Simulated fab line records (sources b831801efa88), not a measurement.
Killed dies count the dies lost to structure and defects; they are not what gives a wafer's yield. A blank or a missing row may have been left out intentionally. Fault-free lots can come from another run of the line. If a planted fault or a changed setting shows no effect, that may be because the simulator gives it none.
Which tool is to blame?	flow sky130	24 lots, 72 wafers sampled, at 3 steps of a route of 708

== WHAT THE GAUGES SHOWED, per wafer ==
SKY_METAL1_CD_MEAS_15: target cd 140 nm. Usual: cdNm 139.8 nm, standard deviation 1.4.
lot	measured	on	cdNm (nm)	flag
L074	day 32 09:59	cdSem-02	139.3 139.5 137.1	
L075	day 32 13:36	cdSem-02	140.4 141.9 141.6	
L076	day 33 03:55	cdSem-01	139.1 138.9 138.4	
L077	day 34 19:43	cdSem-01	139.8 141.3 141.6	
L079	day 35 06:35	cdSem-01	139.1 139.4 137.4	
L078	day 35 10:12	cdSem-02	140.3 140.2 140.8	
L080	day 35 13:07	cdSem-01	138.7 137.8 138.0	
L081	day 35 20:26	cdSem-02	139.6 139.7 139.2	
L082	day 36 00:50	cdSem-01	140.9 139.1 142.0	
L084	day 36 06:19	cdSem-01	141.1 141.8 139.8	
L083	day 36 06:40	cdSem-02	138.0 137.5 137.0	
L086	day 36 21:11	cdSem-02	140.2 139.6 138.3	
L085	day 36 22:37	cdSem-01	138.5 140.4 141.0	
L087	day 37 01:59	cdSem-02	139.3 139.6 139.9	
L088	day 37 11:09	cdSem-01	138.4 138.4 139.2	
L089	day 37 15:23	cdSem-02	140.8 139.6 139.7	
L090	day 37 22:51	cdSem-02	140.3 140.7 140.7	
L091	day 38 00:47	cdSem-01	138.4 138.3 139.4	
L092	day 38 09:44	cdSem-02	138.4 139.3 139.5	
L093	day 38 15:08	cdSem-01	141.3 140.8 139.3	
L094	day 39 05:32	cdSem-02	141.9 141.8 142.6	
L095	day 39 10:19	cdSem-01	141.8 141.0 142.4	
L096	day 39 14:47	cdSem-01	142.1 141.9 141.9	
L097	day 39 20:52	cdSem-02	138.9 140.6 138.3	

== WHICH TOOL RAN EACH LOT (tool, then ch and the chambers of the sampled wafers, then the start) ==
lot	SKY_LOCAL_INTERCONNECT_METAL_ETCH_14	SKY_METAL1_SPUTTER_02
L074	rieMetal-04 ch 0, day 29 23:39	pvdSputter-04, day 31 06:11
L075	rieMetal-04 ch 0, day 30 03:46	pvdSputter-01, day 31 10:05
L076	rieMetal-04 ch 0,1, day 30 18:44	pvdSputter-04, day 32 00:37
L077	rieMetal-04 ch 0,1, day 32 11:37	pvdSputter-01, day 33 16:23
L079	rieMetal-03 ch 0,1, day 32 22:26	pvdSputter-03, day 34 04:02
L078	rieMetal-01 ch 0,1, day 33 02:34	pvdSputter-03, day 34 07:42
L080	rieMetal-04 ch 0,1, day 33 04:57	pvdSputter-01, day 34 10:20
L081	rieMetal-01 ch 0,1, day 33 12:47	pvdSputter-03, day 34 18:31
L082	rieMetal-04 ch 0,1, day 33 16:18	pvdSputter-03, day 34 22:09
L084	rieMetal-03 ch 0,1, day 33 22:24	pvdSputter-03, day 35 03:49
L083	rieMetal-01 ch 0,1, day 33 22:44	pvdSputter-04, day 35 04:00
L086	rieMetal-03 ch 0,1, day 34 13:20	pvdSputter-03, day 35 19:27
L085	rieMetal-03 ch 0,1, day 34 15:52	pvdSputter-04, day 35 21:05
L087	rieMetal-01 ch 0,1, day 34 19:13	pvdSputter-01, day 36 00:05
L088	rieMetal-01 ch 0,1, day 35 04:21	pvdSputter-04, day 36 09:11
L089	rieMetal-03 ch 0,1, day 35 08:35	pvdSputter-01, day 36 13:41
L090	rieMetal-04 ch 1, day 35 15:49	pvdSputter-04, day 36 20:34
L091	rieMetal-03 ch 0,1, day 35 19:02	pvdSputter-03, day 36 23:15
L092	rieMetal-04 ch 0,1, day 36 02:42	pvdSputter-03, day 37 07:50
L093	rieMetal-01 ch 0,1, day 36 08:25	pvdSputter-03, day 37 12:56
L094	rieMetal-04 ch 0,1, day 36 22:51	pvdSputter-01, day 38 03:44
L095	rieMetal-04 ch 0,1, day 37 04:13	pvdSputter-03, day 38 09:27
L096	rieMetal-04 ch 0,1, day 37 08:33	pvdSputter-03, day 38 13:40
L097	rieMetal-01 ch 0,1, day 37 15:57	pvdSputter-04, day 38 20:12
- SKY_LOCAL_INTERCONNECT_METAL_ETCH_14: etches TiN in Cl2/BCl3, stops on PSG, target depth 110 nm, time 31.4 s.
- SKY_METAL1_SPUTTER_02: material AlCu, target thk 250 nm, time 13.3 s.

== WHAT THE TOOLS THEMSELVES READ (means of the sampled wafers that have a number; where no wafer has one, the mark that the record gives instead) ==
SKY_LOCAL_INTERCONNECT_METAL_ETCH_14. Usual: bcl3FlowSccm 30.01 sccm, standard deviation 0.087; drypumpMotorCurrentA 5.3 A, standard deviation 0.42; oesProductAu 0.955 a.u., standard deviation 0.0066; throttleValvePct 21.891 %, standard deviation 0.0091.
lot	tool	bcl3FlowSccm (sccm)	drypumpMotorCurrentA (A)	oesProductAu (a.u.)	throttleValvePct (%)	flag
L074	rieMetal-04	30.04	5.9	0.948	21.888	
L075	rieMetal-04	29.99	5.9	0.953	21.899	
L076	rieMetal-04	30.04	5.5	0.948	21.884	
L077	rieMetal-04	30.01	5.7	0.960	21.893	
L079	rieMetal-03	30.02	4.9	0.950	21.892	
L078	rieMetal-01	30.02	5.1	0.956	21.886	
L080	rieMetal-04	30.12	5.7	0.958	21.888	
L081	rieMetal-01	29.99	5.1	0.957	21.886	
L082	rieMetal-04	29.98	5.5	0.953	21.887	
L084	rieMetal-03	30.01	4.9	0.955	21.898	
L083	rieMetal-01	30.07	4.9	0.958	21.895	
L086	rieMetal-03	29.96	5.2	0.947	21.885	
L085	rieMetal-03	30.03	5.2	0.954	21.899	
L087	rieMetal-01	30.02	4.9	0.966	21.879	
L088	rieMetal-01	30.11	5.1	0.959	21.897	
L089	rieMetal-03	30.01	4.9	0.948	21.887	
L090	rieMetal-04	29.99	5.3	0.962	21.891	
L091	rieMetal-03	30.07	5.2	0.954	21.896	
L092	rieMetal-04	30.01	5.5	0.959	21.886	
L093	rieMetal-01	29.93	4.9	0.955	21.895	
L094	rieMetal-04	30.00	5.7	0.958	21.892	
L095	rieMetal-04	30.03	5.5	0.956	21.892	
L096	rieMetal-04	29.94	5.5	0.958	21.881	
L097	rieMetal-01	30.05	4.9	0.951	21.896	

SKY_METAL1_SPUTTER_02. Usual: throttleValvePct 29.3 %, standard deviation 0.81.
lot	tool	throttleValvePct (%)	flag
L074	pvdSputter-04	28.5	
L075	pvdSputter-01	29.6	
L076	pvdSputter-04	28.6	
L077	pvdSputter-01	30.3	
L079	pvdSputter-03	29.9	
L078	pvdSputter-03	29.0	
L080	pvdSputter-01	29.7	
L081	pvdSputter-03	29.6	
L082	pvdSputter-03	29.5	
L084	pvdSputter-03	29.6	
L083	pvdSputter-04	29.3	
L086	pvdSputter-03	29.6	
L085	pvdSputter-04	28.4	
L087	pvdSputter-01	29.9	
L088	pvdSputter-04	29.2	
L089	pvdSputter-01	29.3	
L090	pvdSputter-04	28.6	
L091	pvdSputter-03	29.5	
L092	pvdSputter-03	29.4	
L093	pvdSputter-03	29.4	
L094	pvdSputter-01	29.6	
L095	pvdSputter-03	29.9	
L096	pvdSputter-03	29.6	
L097	pvdSputter-04	28.4	

== THE ANSWER, worked out from the rows above alone ==
Rule: a lot counts as off when the mean over its wafers that have a number is more than 3 standard deviations away from the usual mean. A lot without any number at a reading at which 4 lots or more have one is off too. All remaining lots with rows at the step are treated as sound. Order of review: gauges by route order, followed by the tools' own readings, for which a lot's mean as printed above is used. At the first step where some lot is off, the reading lying furthest off is the one used; lots without a number count as furthest.
None of the lots is off at any reading shown; this tells nothing.

== WHAT THE SIMULATOR PUT IN ==
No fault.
